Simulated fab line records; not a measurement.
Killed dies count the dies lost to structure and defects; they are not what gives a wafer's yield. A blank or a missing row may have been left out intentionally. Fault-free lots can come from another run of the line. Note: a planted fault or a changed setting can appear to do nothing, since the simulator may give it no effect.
What tool caused it?	flow gf180mcu	36 wafers from 12 lots sampled at 5 of the route's 602 steps

WHAT THE GAUGES READ, wafer by wafer
GF_STI_THK_MEAS_30.
lot	measured	on	STI_OXIDATION_02_THK (nm)
L823	day 2 07:24	film_metro-03	9.62 9.72 9.62
L824	day 2 12:28	film_metro-04	10.00 9.83 9.94
L826	day 2 21:56	film_metro-02	9.76 9.75 9.72
L828	day 3 10:06	film_metro-02	10.09 10.09 9.98
L829	day 3 15:05	film_metro-04	9.93 9.94 10.02
L830	day 3 19:19	film_metro-04	9.83 9.83 9.77
L835	day 4 20:17	film_metro-04	15.31 15.44 15.22
L836	day 5 00:37	film_metro-04	15.50 15.36 15.57
L840	day 5 22:52	film_metro-04	15.71 15.68 15.67
L842	day 6 11:51	film_metro-03	9.87 10.02 9.79
L845	day 6 22:56	film_metro-03	10.11 10.00 9.91
L846	day 7 03:55	film_metro-02	10.25 10.19 10.37

GF_MVPSD_TW_MEAS_11.
lot	measured	on	MVPSD_TW
L823	day 5 02:02	film_metro-03	555.4 555.9 557.2
L824	day 5 07:03	film_metro-01	559.9 555.3 556.5
L826	day 5 19:38	film_metro-01	556.9 557.0 559.5
L828	day 6 06:40	film_metro-03	557.5 555.4 556.6
L829	day 6 13:31	film_metro-02	562.2 561.1 560.8
L830	day 6 19:53	film_metro-03	557.6 554.9 555.1
L835	day 7 22:27	film_metro-02	560.1 556.6 559.8
L836	day 8 04:10	film_metro-01	560.6 559.9 559.2
L840	day 9 07:25	film_metro-01	560.5 556.8 559.7
L842	day 9 23:35	film_metro-01	555.8 556.9 559.7
L845	day 10 11:52	film_metro-02	555.4 554.9 558.3
L846	day 10 17:18	film_metro-02	560.1 557.5 559.1

EACH LOT AND THE TOOL THAT RAN IT (in order: tool; ch and the chambers of the sampled wafers; start)
lot	GF_STI_OXIDATION_29	GF_MVSD_STRIP_10	GF_MVPSD_STRIP_10
L823	furnace-02 ch 0, day 2 06:00	plasma_asher-01 ch 0,1, day 4 12:13	plasma_asher-03 ch 0,1, day 5 01:56
L824	furnace-02 ch 0, day 2 11:04	plasma_asher-01 ch 0,1, day 4 16:28	plasma_asher-04 ch 0,1, day 5 06:57
L826	furnace-01 ch 0, day 2 20:31	plasma_asher-01 ch 0,1, day 5 04:56	plasma_asher-03 ch 0,1, day 5 19:32
L828	furnace-01 ch 0, day 3 08:42	plasma_asher-04 ch 0,1, day 5 16:01	plasma_asher-02 ch 0,1, day 6 06:33
L829	furnace-02 ch 0, day 3 13:40	plasma_asher-04 ch 0,1, day 5 22:02	plasma_asher-02 ch 0,1, day 6 13:26
L830	furnace-02 ch 0, day 3 17:54	plasma_asher-04 ch 0,1, day 6 04:35	plasma_asher-04 ch 0,1, day 6 19:47
L835	furnace-02 ch 0, day 4 18:54	plasma_asher-04 ch 0,1, day 7 06:25	plasma_asher-04 ch 0,1, day 7 22:21
L836	furnace-02 ch 0, day 4 23:11	plasma_asher-01 ch 0,1, day 7 11:47	plasma_asher-03 ch 0,1, day 8 04:05
L840	furnace-02 ch 0, day 5 21:28	plasma_asher-03 ch 0,1, day 8 15:01	plasma_asher-04 ch 0,1, day 9 07:18
L842	furnace-01 ch 0, day 6 10:26	plasma_asher-01 ch 0,1, day 9 05:30	plasma_asher-03 ch 0,1, day 9 23:29
L845	furnace-01 ch 0, day 6 21:32	plasma_asher-01 ch 0,1, day 9 18:15	plasma_asher-02 ch 0,1, day 10 11:46
L846	furnace-01 ch 0, day 7 02:31	plasma_asher-04 ch 0,1, day 9 23:19	plasma_asher-03 ch 0,1, day 10 17:12
- GF_STI_OXIDATION_29: stabilise 600 s, purge 300 s, target thk 10 nm.
- GF_MVSD_STRIP_10: strips in O2/N2.
- GF_MVPSD_STRIP_10: strips in O2/N2.

AS READ BY THE TOOLS THEMSELVES (means over the sampled wafers that have a number; for cases with no such wafer, the mark the record gives instead)
GF_STI_OXIDATION_29.
lot	tool	zone_power_lower_pct (%)
L823	furnace-02	18.9
L824	furnace-02	18.8
L826	furnace-01	16.6
L828	furnace-01	16.5
L829	furnace-02	18.9
L830	furnace-02	19.1
L835	furnace-02	18.9
L836	furnace-02	18.9
L840	furnace-02	19.0
L842	furnace-01	16.5
L845	furnace-01	16.6
L846	furnace-01	16.4

GF_MVSD_STRIP_10.
lot	tool	chamber_pressure_mTorr (mTorr)	drypump_motor_current_A (A)	heater_power_w (W)	oes_product_au (a.u.)	strip_time_to_endpoint_s (s)
L823	plasma_asher-01	1500.4	5.8	318	0.722	36.82
L824	plasma_asher-01	1500.1	5.8	310	0.719	37.08
L826	plasma_asher-01	1501.6	5.5	316	0.722	36.84
L828	plasma_asher-04	1499.3	5.4	302	0.720	36.91
L829	plasma_asher-04	1501.2	5.4	299	0.724	36.91
L830	plasma_asher-04	1499.3	5.4	305	0.722	36.96
L835	plasma_asher-04	1498.7	5.4	296	0.724	37.03
L836	plasma_asher-01	1500.6	5.8	312	0.722	37.01
L840	plasma_asher-03	1498.8	5.5	342	0.725	37.02
L842	plasma_asher-01	1499.5	5.8	318	0.722	36.93
L845	plasma_asher-01	1498.4	5.8	313	0.725	36.82
L846	plasma_asher-04	1500.2	5.4	302	0.723	36.91

GF_MVPSD_STRIP_10.
lot	tool	chamber_pressure_mTorr (mTorr)	drypump_motor_current_A (A)	heater_power_w (W)	oes_product_au (a.u.)	strip_time_to_endpoint_s (s)
L823	plasma_asher-03	1500.9	5.31	348	0.720	36.89
L824	plasma_asher-04	1500.0	5.49	311	0.721	36.88
L826	plasma_asher-03	1498.8	5.32	345	0.724	37.08
L828	plasma_asher-02	1501.1	5.10	335	0.725	36.87
L829	plasma_asher-02	1497.5	5.26	311	0.720	36.90
L830	plasma_asher-04	1499.1	5.48	302	0.725	36.96
L835	plasma_asher-04	1500.3	5.42	299	0.722	37.05
L836	plasma_asher-03	1499.8	5.31	343	0.719	36.90
L840	plasma_asher-04	1500.2	5.47	311	0.723	36.88
L842	plasma_asher-03	1500.3	5.32	347	0.721	36.89
L845	plasma_asher-02	1500.4	5.28	306	0.724	37.05
L846	plasma_asher-03	1498.2	5.52	332	0.723	36.90

THE ANSWER, worked out from the rows above alone
Rule: the lots themselves supply what counts as usual. The widest of any qualifying gaps counts: lots, ordered by their means at a reading, are off when they make up no more than a third of the lots, leave a main group of 4 or more, and stand apart from it by 3 or more times the standard deviation of that group's means. A main group is skipped when, at the precision printed for the reading in the tables above, its means are all equal. A lot without any number at a reading at which 4 lots or more have one is off too. Where the step has rows for the other lots, those lots are counted as sound. Order of review: gauges by route order, followed by the tools' own readings, for which a lot's mean as printed above is used. The first step at which some lot is off is used, and at that step the reading that is off furthest; a lot without a number counts as furthest.
Off: L835, L836, L840, seen at GF_STI_THK_MEAS_30 (STI_OXIDATION_02_THK). The main group has a mean of 9.92 nm with a standard deviation of 0.17.
A tool fits if, at a process step before that reading, it ran every lot that is off, and no sound lot after the first of them. Those tools and the gauges at GF_STI_THK_MEAS_30 are tried in the same way. This does not decide it: 2 tools fit, namely furnace-02 at GF_STI_OXIDATION_29 and film_metro-04 at GF_STI_THK_MEAS_30.

WHAT THE SIMULATOR HAD PUT IN
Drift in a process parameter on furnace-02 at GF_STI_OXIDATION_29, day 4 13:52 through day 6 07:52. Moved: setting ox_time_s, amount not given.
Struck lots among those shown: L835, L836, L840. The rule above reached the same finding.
